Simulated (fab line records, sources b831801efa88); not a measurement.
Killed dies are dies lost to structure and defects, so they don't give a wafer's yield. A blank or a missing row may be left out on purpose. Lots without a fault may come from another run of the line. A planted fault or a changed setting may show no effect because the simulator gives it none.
fab line records | flow sky130
record lots=5 wafers=15 last_day=50
route steps=708 shown LDD_HVP@281 LDD_LDN@289 PAD_OPEN@708
lots that met no fault: from a run of the same line without faults
start_h: hours from the record's first day to the start of the lot's first wafer shown | wait_h: hours since the lot's step before | " the same as in the row above | L1.1+2: a row that stands for several wafers | - no value, or no start given | * or withheld: withheld | < > ~ a bound
route shown NAME@n: a module of which the file shows steps, and the number in the route of the first | usual: mean/standard deviation of fault-free wafers | same: alike in all rows | chamber/n: place in a boat | sites: the reading at each site | _std_site: their standard deviation | _edge_site: outer sites' mean less inner sites' | radius_mm: how far each site lies from the wafer's centre | mask NAME#n: copy n | behind: the tool/chamber that last shaped the wafer | hold: why the lot was held/for how many hours/how that ended | device: the transistor (n, p or np) that didn't switch | end of line: the same wafers' tests at the end of the route | a step without rows: its recipe alone | killed: dies lost to structure and defects at the first sort, not the wafer's yield | map: a wafer's dies, x killed, . not, _ none there
set.NAME: the setting as run; set.NAME@STEP: as run at that earlier step | model.NAME: the simulator's own value behind a step, which no gauge read
lots at some steps of the route; a table a step, a row a wafer
services: from which hour (start_h, from the record's first day; less than 0 if before it) a tool's chamber was out of use, for how many hours, and why
## steps
# step SKY_LDD_HVP_SOFTBAKE_03
# recipe temp_c=90 time_s=60 resist=NOVOLAK
# step SKY_LDD_HVP_EXPOSE_04
# recipe mask_id=HVPTM na=0.6 source_shape=conventional sigma_outer=0.6 polarization=unpolarized target_cd_nm=700 dose_mj=86
# step SKY_LDD_HVP_PEB_05
# recipe temp_c=withheld time_s=* resist=NOVOLAK
# step SKY_LDD_HVP_DEVELOP_06
# recipe resist=NOVOLAK developer=TMAH develop_time_s=60 dev_temp_c=23
# step SKY_LDD_HVP_OVL_MEAS_07
# usual LDD_HVP_OVL=1.5/1.6
# columns lot.wafer tool chamber start_h wait_h LDD_HVP_OVL[nm]
L925.1 overlay-02 - 575.21 0.1 1.0
L925.2 " - " " 0.2
L925.6 " - " " 1.8
L928.3 overlay-02 - 609.79 0.1 2.9
L928.5 " - " " 3.8
L928.6 " - " " 1.8
L937.1 overlay-02 - 660.76 0.1 -1.4
L937.5 " - " " 1.9
L937.6 " - " " 1.6
L941.1 overlay-01 - 676.57 0.1 -0.8
L941.2 " - " " -0.1
L941.3 " - " " 0.0
L942.2 overlay-02 - 690.47 0.1 2.1
L942.3 " - " " 1.6
L942.6 " - " " 2.3
# step SKY_LDD_HVP_IMPLANT_08
# recipe species=B energy_kev=20 dose_cm2=1.7e+13 tilt_deg=17.9
# step SKY_LDD_HVP_STRIP_09
# recipe chemistry=O2/N2 power_w=1400 pressure_mtorr=1500 platen_temp_c=withheld o2_flow_sccm=3000 n2_flow_sccm=300 overash_fraction=0.5
# usual drypump_motor_current_A=5.5/0.47 oes_product_au=0.409/0.0043 strip_time_to_endpoint_s=4.139/0.012
# columns lot.wafer tool chamber start_h wait_h drypump_motor_current_A oes_product_au rf_hours_counter_h strip_time_to_endpoint_s
L925.1 plasma_asher-02 0 575.40 0.1 6.1 0.402 75 4.139
L925.2 " 1 " " 5.2 0.414 75 4.155
L925.6 " 0 " " 6.1 0.415 - 4.132
L928.3 plasma_asher-02 0 610.00 0.1 6.1 0.417 - 4.132
L928.5 " 1 " " 5.2 0.410 - 4.143
L928.6 " 0 " " 6.1 0.409 - 4.151
L937.1 plasma_asher-02 1 660.94 0.1 5.2 0.403 83 4.139
L937.5 " 1 " " 5.2 0.407 - 4.148
L937.6 " 0 " " 6.1 0.413 - 4.126
L941.1 plasma_asher-02 1 676.75 0.1 5.2 0.410 85 4.141
L941.2 " 0 " " 6.1 0.411 85 4.123
L941.3 " 0 " " 6.1 0.412 - 4.145
L942.2 plasma_asher-03 1 690.65 0.1 6.2 0.407 25 4.154
L942.3 " 1 " " 6.2 0.412 - 4.149
L942.6 " 1 " " 6.2 0.409 - 4.143
# step SKY_LDD_HVP_TW_MEAS_10
# usual LDD_HVP_TW=453.4/2.3
# columns lot.wafer tool chamber start_h wait_h LDD_HVP_TW
L925.1 film_metro-02 - 575.50 0.1 456.6
L925.2 " - " " 453.5
L925.6 " - " " 454.1
L928.3 film_metro-02 - 610.09 0.1 454.7
L928.5 " - " " 452.1
L928.6 " - " " 451.2
L937.1 film_metro-04 - 661.04 0.1 452.5
L937.5 " - " " 455.2
L937.6 " - " " 451.6
L941.1 film_metro-04 - 676.85 0.1 449.8
L941.2 " - " " 448.6
L941.3 " - " " 450.8
L942.2 film_metro-03 - 690.76 0.1 447.5
L942.3 " - " " 448.4
L942.6 " - " " 450.1
# step SKY_LDD_LDN_DEHYDRATE_00
# recipe temp_c=200 time_s=60
# step SKY_LDD_LDN_HMDS_01
# recipe prime_time_s=60 prime_temp_c=120
# step SKY_LDD_LDN_COAT_02
# recipe resist=NOVOLAK spin_rpm=3000 resist_thk_nm=1140
# step SKY_LDD_LDN_SOFTBAKE_03
# recipe temp_c=90 time_s=60 resist=NOVOLAK
# step SKY_LDD_LDN_EXPOSE_04
# recipe mask_id=LDNTM na=0.6 source_shape=conventional sigma_outer=0.6 polarization=unpolarized target_cd_nm=700 dose_mj=140
# usual exposure_dose_mJ_cm2=140.00/0.13
# columns lot.wafer tool chamber start_h wait_h mask exposure_dose_mJ_cm2
L925.1 iline_stepper-01 0 590.13 - LDNTM#0 140.01
L925.2 " 0 " " LDNTM#0 139.95
L925.6 " 0 " " LDNTM#0 140.18
L928.3 iline_stepper-02 0 624.71 - PSDM#0 139.93
L928.5 " 0 " " PSDM#0 139.97
L928.6 " 0 " " PSDM#0 140.09
L937.1 iline_stepper-01 0 674.78 - LDNTM#0 140.17
L937.5 " 0 " " LDNTM#0 139.84
L937.6 " 0 " " LDNTM#0 139.99
L941.1 iline_stepper-02 0 691.34 - LDNTM#0 140.15
L941.2 " 0 " " LDNTM#0 139.95
L941.3 " 0 " " LDNTM#0 140.31
L942.2 iline_stepper-01 0 704.74 - LDNTM#0 139.89
L942.3 " 0 " " LDNTM#0 139.78
L942.6 " 0 " " LDNTM#0 139.83
# step SKY_LDD_LDN_PEB_05
# recipe temp_c=withheld time_s=* resist=NOVOLAK
# step SKY_LDD_LDN_DEVELOP_06
# recipe resist=NOVOLAK developer=TMAH develop_time_s=60 dev_temp_c=23
# step SKY_LDD_LDN_OVL_MEAS_07
# usual LDD_LDN_OVL=1.0/1.4
# columns lot.wafer tool chamber start_h wait_h LDD_LDN_OVL[nm]
L925.1 overlay-01 - 604.94 0.1 1.1
L925.2 " - " " 1.0
L925.6 " - " " 1.6
L928.3 overlay-02 - 638.31 0.1 -
L928.5 " - " " -
L928.6 " - " " -
L937.1 overlay-01 - 688.66 0.1 0.7
L937.5 " - " " -1.6
L937.6 " - " " 0.3
L941.1 overlay-01 - 705.58 0.1 0.8
L941.2 " - " " 1.1
L941.3 " - " " -1.4
L942.2 overlay-01 - 718.71 0.1 0.6
L942.3 " - " " 1.0
L942.6 " - " " 1.1
# step SKY_LDD_LDN_IMPLANT_08
# recipe species=As energy_kev=15 dose_cm2=1.25e+13 tilt_deg=withheld rotation_deg=23
# step SKY_LDD_LDN_IMPLANT_09
# recipe species=As energy_kev=15 dose_cm2=1.25e+13 tilt_deg=withheld rotation_deg=113
# step SKY_LDD_LDN_IMPLANT_10
# recipe species=As energy_kev=15 dose_cm2=1.25e+13 tilt_deg=withheld rotation_deg=203
# step SKY_LDD_LDN_IMPLANT_11
# recipe species=As energy_kev=15 dose_cm2=1.25e+13 tilt_deg=withheld rotation_deg=293
# step SKY_LDD_LDN_STRIP_12
# recipe chemistry=O2/N2 power_w=1400 pressure_mtorr=1500 platen_temp_c=withheld o2_flow_sccm=3000 n2_flow_sccm=300 overash_fraction=0.5
# usual drypump_motor_current_A=5.5/0.41 oes_product_au=0.716/0.0042 strip_time_to_endpoint_s=14.20/0.035
# columns lot.wafer tool chamber start_h wait_h drypump_motor_current_A oes_product_au rf_hours_counter_h strip_time_to_endpoint_s
L925.1 plasma_asher-02 1 605.58 0.1 5.2 0.715 78 14.17
L925.2 " 0 " " 6.1 0.714 78 14.24
L925.6 " 1 " " 5.2 0.712 - 14.20
L928.3 plasma_asher-04 1 638.96 0.1 5.2 0.719 - 14.22
L928.5 " 0 " " 5.8 0.722 - 14.20
L928.6 " 1 " " 5.2 0.717 - 14.21
L937.1 plasma_asher-02 0 689.29 0.1 6.1 0.707 86 14.11
L937.5 " 0 " " 6.1 0.713 - 14.15
L937.6 " 1 " " 5.1 0.715 - 14.14
L941.1 plasma_asher-02 0 706.22 0.1 6.1 0.719 88 14.19
L941.2 " 1 " " 5.2 0.717 88 14.11
L941.3 " 0 " " 6.1 0.714 - 14.17
L942.2 plasma_asher-04 0 719.34 0.1 5.7 0.708 98 14.24
L942.3 " 1 " " 5.2 0.711 - 14.24
L942.6 " 0 " " 5.8 0.720 - 14.22
# step SKY_LDD_LDN_TW_MEAS_13
# usual LDD_LDN_TW=1469/10
# columns lot.wafer tool chamber start_h wait_h hold LDD_LDN_TW
L925.1 film_metro-04 - 605.68 0.1 - 1480
L925.2 " - " " - 1471
L925.6 " - " " - 1471
L928.3 film_metro-04 - 639.05 0.1 await_dispo/0.2h/release 30
L928.5 " - " " await_dispo/0.2h/release 30
L928.6 " - " " await_dispo/0.2h/release 30
L928.3 film_metro-04 - 639.28 0.2 - 30
L928.5 " - " " - 30
L928.6 " - " " - 29
L937.1 film_metro-04 - 689.39 0.1 - 1454
L937.5 " - " " - 1457
L937.6 " - " " - 1468
L941.1 film_metro-03 - 706.32 0.1 - 1471
L941.2 " - " " - 1469
L941.3 " - " " - 1460
L942.2 film_metro-04 - 719.45 0.1 - 1460
L942.3 " - " " - 1465
L942.6 " - " " - 1466
# step SKY_PAD_OPEN_PROBE_99
# usual defect_limited_yield=82.1/1.8 killed_at_M0_to_M3=44/6.2 killed_at_M4_up=3.3/1.8 killed_at_contacts=25/5.8 killed_at_front_end=15/4 killed_at_other=0.3/0.49 killed_dies=88/8.8 killed_on_rim=17/3.6 killed_open=48/6.5 killed_short=39/6.3 sort_bin_3_pad_short=0.9/0.41 sort_bin_5_function=10.6/1.4 sort_bin_6_memory=6.4/1.1 sort_n_pass=404/8.8 sort_yield_pct=82.1/1.8
# same gross_dies=492 killed_at_back_side=0 sort_bin_4_leakage[%]=0 sort_bin_8_speed[%]=0
# columns lot.wafer tool chamber start_h wait_h defect_limited_yield[%] killed_at_M0_to_M3 killed_at_M4_up killed_at_contacts killed_at_front_end killed_at_other killed_dies killed_on_rim killed_open killed_short sort_bin_3_pad_short[%] sort_bin_5_function[%] sort_bin_6_memory[%] sort_n_pass sort_yield_pct[%]
L925.1 prober-02 - 1134.36 0.1 81.3 42 5 29 16 0 92 19 48 44 1.8 11.0 5.9 400 81.3
L925.2 prober-02 - 1134.41 0.1 85.0 44 3 21 5 1 74 15 37 37 1.0 9.3 4.7 418 85.0
L925.6 prober-02 - 1134.61 0.2 82.1 32 3 33 20 0 88 18 53 35 0.8 10.2 6.9 404 82.1
L937.1 prober-02 - 1185.92 0.1 84.1 44 4 15 15 0 78 16 36 42 0.8 8.5 6.5 414 84.1
L937.5 prober-02 - 1186.12 0.2 81.5 42 7 24 18 0 91 18 47 44 0.6 11.4 6.5 401 81.5
L937.6 prober-02 - 1186.17 0.2 83.3 37 2 24 19 0 82 11 45 37 0.8 10.0 5.9 410 83.3
L941.1 prober-02 - 1199.87 0.1 82.9 36 3 32 13 0 84 21 53 31 0.6 10.2 6.3 408 82.9
L941.2 prober-02 - 1199.92 0.1 81.5 37 2 34 18 0 91 14 44 46 1.0 10.4 7.1 401 81.5
L941.3 prober-02 - 1199.97 0.2 83.1 51 1 16 15 0 83 15 47 36 0.4 10.2 6.3 409 83.1
L942.2 prober-02 - 1204.32 0.1 79.3 51 7 27 17 0 102 22 58 42 1.2 12.4 7.1 390 79.3
L942.3 prober-02 - 1204.37 0.2 79.3 46 2 38 16 0 102 16 54 47 1.8 11.8 7.1 390 79.3
L942.6 prober-02 - 1204.52 0.2 82.9 39 2 31 12 0 84 20 48 34 1.4 9.3 6.3 408 82.9
# killed by level:class
L925.1 CONTACT:geometric_particle:open=12 VIA1:geometric_particle:open=8 CONTACT:geometric_particle:short=7 METAL1:geometric_particle:short=7 METAL2:geometric_particle:short=7 FIELD_ISO:geometric_particle:short=6 LOCAL_INTERCONNECT:geometric_particle:short=5 VIA2:geometric_particle:open=5
L925.2 VIA1:geometric_particle:open=11 LI_CONTACT:geometric_particle:open=8 METAL1:geometric_particle:short=7 LOCAL_INTERCONNECT:geometric_particle:short=6 VIA1:geometric_particle:short=5 CONTACT:geometric_particle:open=5 VIA3:geometric_particle:short=5 METAL2:geometric_particle:short=4
L925.6 CONTACT:geometric_particle:open=12 VIA1:geometric_particle:open=11 LI_CONTACT:geometric_particle:open=9 LOCAL_INTERCONNECT:geometric_particle:short=7 FIELD_ISO:geometric_particle:short=6 FIELD_ISO:geometric_particle:open=3 POLY_GATE:geometric_particle:short=3 CONTACT:geometric_particle:short=3
L937.1 VIA2:geometric_particle:open=8 VIA1:geometric_particle:open=8 METAL1:geometric_particle:short=7 METAL2:geometric_particle:short=6 VIA3:geometric_particle:open=6 FIELD_ISO:geometric_particle:short=5 CONTACT:geometric_particle:open=4 LI_CONTACT:geometric_particle:open=4
L937.5 LI_CONTACT:geometric_particle:open=10 VIA1:geometric_particle:open=9 LOCAL_INTERCONNECT:geometric_particle:short=7 VIA2:geometric_particle:open=7 METAL2:geometric_particle:short=6 METAL4:geometric_particle:short=6 CONTACT:geometric_particle:open=5 POLY_GATE:geometric_particle:short=5
L937.6 VIA1:geometric_particle:open=10 LI_CONTACT:geometric_particle:open=7 CONTACT:geometric_particle:short=7 POLY_GATE:geometric_particle:open=6 FIELD_ISO:geometric_particle:short=5 METAL2:geometric_particle:short=5 CONTACT:geometric_particle:open=5 VIA1:geometric_particle:short=5
L941.1 CONTACT:geometric_particle:open=14 VIA1:geometric_particle:open=9 CONTACT:geometric_particle:short=7 VIA3:geometric_particle:open=6 LI_CONTACT:geometric_particle:open=5 FIELD_ISO:geometric_particle:open=4 FIELD_ISO:geometric_particle:short=4 VIA1:geometric_particle:short=4
L941.2 CONTACT:geometric_particle:open=12 VIA1:geometric_particle:open=9 LI_CONTACT:geometric_particle:open=8 CONTACT:geometric_particle:short=8 VIA1:geometric_particle:short=6 FIELD_ISO:geometric_particle:short=5 POLY_GATE:geometric_particle:short=5 METAL3:geometric_particle:short=5
L941.3 VIA2:geometric_particle:open=10 VIA1:geometric_particle:open=9 FIELD_ISO:geometric_particle:open=7 METAL2:geometric_particle:short=7 CONTACT:geometric_particle:open=6 METAL1:geometric_particle:short=6 VIA3:geometric_particle:open=6 VIA1:geometric_particle:short=5
L942.2 VIA1:geometric_particle:open=12 VIA2:geometric_particle:open=12 CONTACT:geometric_particle:open=11 METAL1:geometric_particle:short=7 METAL4:geometric_particle:short=6 POLY_GATE:geometric_particle:open=6 VIA3:geometric_particle:open=6 LI_CONTACT:geometric_particle:open=5
L942.3 CONTACT:geometric_particle:open=17 VIA1:geometric_particle:open=10 VIA1:geometric_particle:short=8 METAL2:geometric_particle:short=7 POLY_GATE:geometric_particle:open=6 CONTACT:geometric_particle:short=6 LI_CONTACT:geometric_particle:short=6 LI_CONTACT:geometric_particle:open=6
L942.6 VIA1:geometric_particle:open=11 CONTACT:geometric_particle:open=10 LI_CONTACT:geometric_particle:open=9 VIA1:geometric_particle:short=9 VIA2:geometric_particle:open=6 CONTACT:geometric_particle:short=6 POLY_GATE:geometric_particle:short=4 VIA3:geometric_particle:open=4
## services
# columns tool chamber start_h hours kind
plasma_asher-04 - 560.49 1.9 repair
iline_stepper-02 - 602.53 2.1 pm
iline_stepper-02 - 604.61 - consumable_replace:lamp
iline_stepper-02 - 665.18 1.7 pm
iline_stepper-01 - 675.12 1.7 pm
## key
first_sign step=SKY_LDD_LDN_EXPOSE_04 reading=mask direction=changed
effect step=SKY_LDD_LDN_OVL_MEAS_07 reading=LDD_LDN_OVL direction=missing
effect step=SKY_LDD_LDN_TW_MEAS_13 reading=visit direction=added
effect step=SKY_LDD_LDN_TW_MEAS_13 reading=LDD_LDN_TW direction=down sigmas=99+ usual=1469 struck=30
met_at SKY_LDD_LDN_EXPOSE_04
struck_wafers L928.3,L928.5,L928.6
scrapped_behind SKY_LDD_LDN_TW_MEAS_13 L928.3,L928.5,L928.6
fault kind=wrong_mask tool=any chamber=- onset_h=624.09 steps=SKY_LDD_LDN_EXPOSE_04 aux_copy=PSDM#0 scope=struck_lots_only
